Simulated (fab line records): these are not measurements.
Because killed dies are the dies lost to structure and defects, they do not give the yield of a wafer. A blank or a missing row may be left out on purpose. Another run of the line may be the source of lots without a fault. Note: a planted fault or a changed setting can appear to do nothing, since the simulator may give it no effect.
A single fault, viewed from 2 desks    flow sky130    what lay behind the numbers comes last; until then each desk has only its own

== FROM THE METROLOGY DESK ==
What the gauges read, lot by lot, whatever tool the lot ran on: means of the sampled wafers that have a number. Any lot whose mean is over 4 standard deviations away from the usual mean is out of limits and marked OUT; that distance is given in the brackets.
Columns: A = cdNm at SKY_POLY_GATE_CD_MEAS_13, usual 149.9 nm; B = LDD_P_OVL at SKY_LDD_P_OVL_MEAS_08, usual 0.1 nm; C = LDD_HVN_OVL at SKY_LDD_HVN_OVL_MEAS_07, usual 0.4 nm; D = LDD_HVN_TW at SKY_LDD_HVN_TW_MEAS_10, usual 1439
lot   first seen here  A      B     C     D
L430  day 16 12:58     148.4  -1.2  -1.0  1448
L432  day 17 05:19     149.4  -0.1  -0.4  1433
L433  day 17 12:34     150.5  -0.3  0.2   1447
L434  day 17 22:43     149.8  -3.2  0.5   1456
L436  day 18 12:35     150.0  0.1   -1.1  1438
L437  day 18 22:31     148.9  -0.3  0.4   1433
L439  day 19 17:18     150.5  -0.5  -0.4  1444
L440  day 20 04:20     150.9  1.3   0.0   1431
L441  day 20 11:15     150.7  1.3   0.7   1510 (+8.5) OUT
L442  day 20 23:56     150.2  0.5   0.6   1519 (+9.5) OUT
L449  day 23 09:30     149.7  -1.1  -0.9  1439
L451  day 24 02:23     150.1  -1.8  0.8   1436
L452  day 24 08:37     151.8  0.6   0.9   1435
L453  day 24 12:02     150.6  -0.0  0.3   1430
This desk reports L441, L442 out of limits; the earliest was L441 at day 24 11:22 (LDD_HVN_TW at SKY_LDD_HVN_TW_MEAS_10). L430, L432, L433, L434, L436, L437, L439, L440, L449, L451, L452, L453 stayed within limits.

== TOOL OWNER'S DESK, implanter-04 ==
SKY_LDD_HVN_IMPLANT_08, tool's own readings: per-lot mean of the sampled wafers with a number, covering each lot this tool ran. Any lot whose mean is over 4 standard deviations away from the usual mean is out of limits and marked OUT; that distance is given in the brackets.
Columns: A = beamEnergyKeV at SKY_LDD_HVN_IMPLANT_08, usual 60.002
lot   first seen here  A
L433  day 21 15:13     60.006
L437  day 22 22:43     59.973
L440  day 24 03:36     60.006
L441  day 24 11:08     72.748 (+99 or more) OUT
L442  day 24 21:42     72.749 (+99 or more) OUT
L449  day 27 06:14     59.992
L451  day 27 21:10     60.015
L453  day 28 05:50     60.010
Finding of this desk: L441, L442 out of limits; the first was L441 at day 24 11:08, on beamEnergyKeV at SKY_LDD_HVN_IMPLANT_08. L433, L437, L440, L449, L451, L453 stayed within limits.

== BROUGHT TOGETHER ==
The tool owner's desk could have raised an alarm at day 24 11:08, on L441, L442.
The metrology desk could have raised an alarm at day 24 11:22, on L441, L442.
SKY_LDD_HVN_IMPLANT_08 was run on implanter-04 by each of the lots named.

== WHAT THE SIMULATOR PUT IN ==
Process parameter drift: implanter-04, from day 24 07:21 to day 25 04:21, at SKY_LDD_HVN_IMPLANT_08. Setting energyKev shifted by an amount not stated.
Shown lots that were struck: L441, L442.
Delay (hours) between the fault's onset and each desk's first out-of-limits reading: 4 at the tool owner's desk, 4 at the metrology desk.
